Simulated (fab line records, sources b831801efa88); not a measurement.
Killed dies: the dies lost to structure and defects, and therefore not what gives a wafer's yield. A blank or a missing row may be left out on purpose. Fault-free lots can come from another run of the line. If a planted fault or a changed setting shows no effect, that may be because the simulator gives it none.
Chamber matching -- flow gf180mcu -- GF_SAB_CVD_00 on pecvd-02 has 3 sister chambers
The step deposits SiO2 from TEOS, target thk 50 nm, time 4.9302 s. 18 wafers are shown with their chamber, then 9 later ones without.

WAFERS WITH THEIR CHAMBER
wafer,chamber,heater power w (W)
L512.1,2,611
L512.3,1,739
L512.6,1,720
L514.1,1,708
L514.3,2,559
L514.4,0,517
L515.1,2,679
L515.3,1,842
L515.5,1,824
L516.1,1,835
L516.3,0,511
L516.6,2,668
L517.3,1,765
L517.4,1,753
L517.5,2,630
L527.4,1,761
L527.5,0,499
L527.6,2,633

SIGNATURES (averages over the wafers above)
reading,chamber 0,chamber 1,chamber 2,scatter within a chamber
heater power w,509.00,771.89,630.00,44.3
Rule: for each reading, subtract the chamber's mean from the wafer's reading, divide by that reading's scatter and square the result; add these up over the readings and take the root, which gives the wafer's distance from the chamber. If the next closest chamber is less than 2 further off than the closest, the wafer can't be placed; otherwise it belongs to the closest. How the scatter is found: for the shown wafers, subtract from each reading the mean of its chamber, square and add these, divide the total by (wafers less chambers), then take the root.

WAFERS MISSING THEIR CHAMBER
wafer,heater power w (W)
L529.2,810
L529.5,553
L529.6,802
L530.2,613
L530.4,558
L530.6,621
L532.1,535
L532.3,588
L532.6,813

WHICH CHAMBER EACH ONE RAN IN
wafer,from the rows above,in truth
L529.2,1,1
L529.5,can't be placed: 0 or 2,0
L529.6,1,1
L530.2,can't be placed: 2 or 0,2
L530.4,can't be placed: 0 or 2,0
L530.6,2,2
L532.1,can't be placed: 0 or 2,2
L532.3,can't be placed: 2 or 0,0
L532.6,1,1
Correct placement for 4 of the 9. Unplaceable from these rows: 5, with the true chamber sitting among the candidates in 5. Number placed wrongly: 0.
